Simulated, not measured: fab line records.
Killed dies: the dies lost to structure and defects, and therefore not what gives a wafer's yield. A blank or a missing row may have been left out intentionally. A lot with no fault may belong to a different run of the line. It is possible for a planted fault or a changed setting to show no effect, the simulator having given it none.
Struck lot and sound lot, side by side / flow sky130 / 20 steps out of a route of 708
Sound: wafers L425.1, L425.3, L425.6. Struck: wafer L416.1 (left out: L416.2, L416.6 of the same lot, which were not struck); the cause appears at the end.
Each step with rows lists, per side, the tool, then ch with its chambers, then its first start. Under that, the readings that differ: sound wafers / struck wafers / difference of the means / sigmas: that difference in standard deviations of wafers without a fault.
alike: a reading whose means differ by less than 2 such deviations, as well as words and numbers matching on both sides. not compared: withheld readings; readings where some wafer has no value; bounds like >300 that might hide an equal value; numbers whose values overlap and for which the record gives no deviation.
Wherever a step has rows on one side only, a row that says differs or no value, or a row with sigmas, the two part there. Numbers that don't overlap but have no deviation are shown without sigmas and don't part them. A reading that every wafer of one side lacks parts them only if that side has two wafers or more.

first, 4 steps without rows for these wafers: SKY_METAL1_STRIP_21 (strips in post etch residue remover, time 1200 s); SKY_METAL1_CLEAN_22 (cleans in IPA, time 180 s); SKY_METAL1_CLEAN_23 (cleans in O3/DIW); SKY_VIA1_HDPCVD_00 (deposits SiO2, target thk 1030 nm, time 171.7 s).
SKY_VIA1_THK_MEAS_01:
  struck on filmMetro-02, day 36 17:15; sound on filmMetro-03, day 39 12:10
  alike: VIA1_HDPCVD_THK
SKY_VIA1_CMP_02: polishes SiO2.
  sound on cmp-02 ch 0,1,3, day 39 12:19; struck on cmp-01 ch 2, day 36 17:19
  alike: motorCurrentA
SKY_VIA1_BOW_MEAS_03:
  struck on filmMetro-01, day 36 17:37; sound on filmMetro-02, day 39 12:31
  alike: VIA1_BOW
then, 5 steps without rows for these wafers: SKY_VIA1_DEHYDRATE_04 (time 60 s); SKY_VIA1_HMDS_05 (prime time 60 s); SKY_VIA1_COAT_06 (resist thk 60 nm); SKY_VIA1_COAT_07 (resist thk 450 nm); SKY_VIA1_SOFTBAKE_08 (time 90 s).
SKY_VIA1_EXPOSE_09: exposes mask VIM, target cd 150 nm.
  sound on krfScanner-01 ch 0, day 40 00:47; struck on krfScanner-02 ch 0, day 37 07:29
  alike: mask, focusOffsetNm
then, 2 steps without rows for these wafers: SKY_VIA1_PEB_10; SKY_VIA1_DEVELOP_11 (develop time 60 s).
SKY_VIA1_CD_MEAS_12 targets a cd of 150 nm.
  struck on cdSem-02, day 37 19:41; sound on cdSem-01, day 40 11:57
reading=cdNm (nm); sound=147.7 147.8 149.0; struck=52.5; difference=-95.7; sigmas=-56
SKY_VIA1_OVL_MEAS_13:
  struck on overlay-01, day 37 19:49; sound on overlay-02, day 40 12:04
  alike: VIA1_OVL
SKY_VIA1_ETCH_14: etches BARC in N2/H2, stops on SiO2, time 45.9 s, target depth 60 nm.
  sound on rieDiel-02 ch 0,2,3, day 40 12:07; struck on rieDiel-03 ch 3, day 37 19:50
reading=model.VIA1.cdNm (nm); sound=147.6 148.1 149.2; struck=52.24; difference=-96.06; sigmas=
  alike: drypumpMotorCurrentA, oesProductAu, throttleValvePct
  not compared: rfHoursCounterH
SKY_VIA1_ETCH_15: etches SiO2 in C4F8/O2/Ar, stops on TiN, target depth 351 nm, time 54 s.
  sound on rieDiel-02 ch 0,2,3, day 40 12:09; struck on rieDiel-03 ch 3, day 37 19:53
  alike: oesProductAu
  not compared: rfHoursCounterH
-- the record jumps here: 11 days lie between the struck wafers' starts before and after (it left off in module VIA1 and takes up again in module PAD_OPEN, whose first step shown is number 708 of the route) --
SKY_PAD_OPEN_PROBE_99:
  struck on prober-02, day 48 17:17; sound on prober-01, day 50 13:25
reading=defectLimitedYield (%); sound=82.3 81.9 82.3; struck=0; difference=-82; sigmas=-46
reading=killed_at_M0_to_M3; sound=42 42 48; struck=443; difference=+399; sigmas=+61
reading=killedDies; sound=87 89 87; struck=492; difference=+404; sigmas=+45
reading=killedOnRim; sound=11 18 14; struck=96; difference=+82; sigmas=+19
reading=sort_bin_5_function (%); sound=8.9 9.8 9.8; struck=93.3; difference=+83.8; sigmas=+52
reading=sortNPass; sound=405 403 405; struck=0; difference=-404; sigmas=-45
reading=sortYieldPct (%); sound=82.3 81.9 82.3; struck=0; difference=-82; sigmas=-46
  alike: killed_at_M4_up, killedAtContacts, killedAtFrontEnd, killedAtOther, killedOpen, killedShort, sort_bin_3_pad_short, sort_bin_6_memory

WHERE THEY PART
Earliest at SKY_VIA1_CD_MEAS_12; latest, in this record, at SKY_PAD_OPEN_PROBE_99.

WHY: whatever the simulator had introduced
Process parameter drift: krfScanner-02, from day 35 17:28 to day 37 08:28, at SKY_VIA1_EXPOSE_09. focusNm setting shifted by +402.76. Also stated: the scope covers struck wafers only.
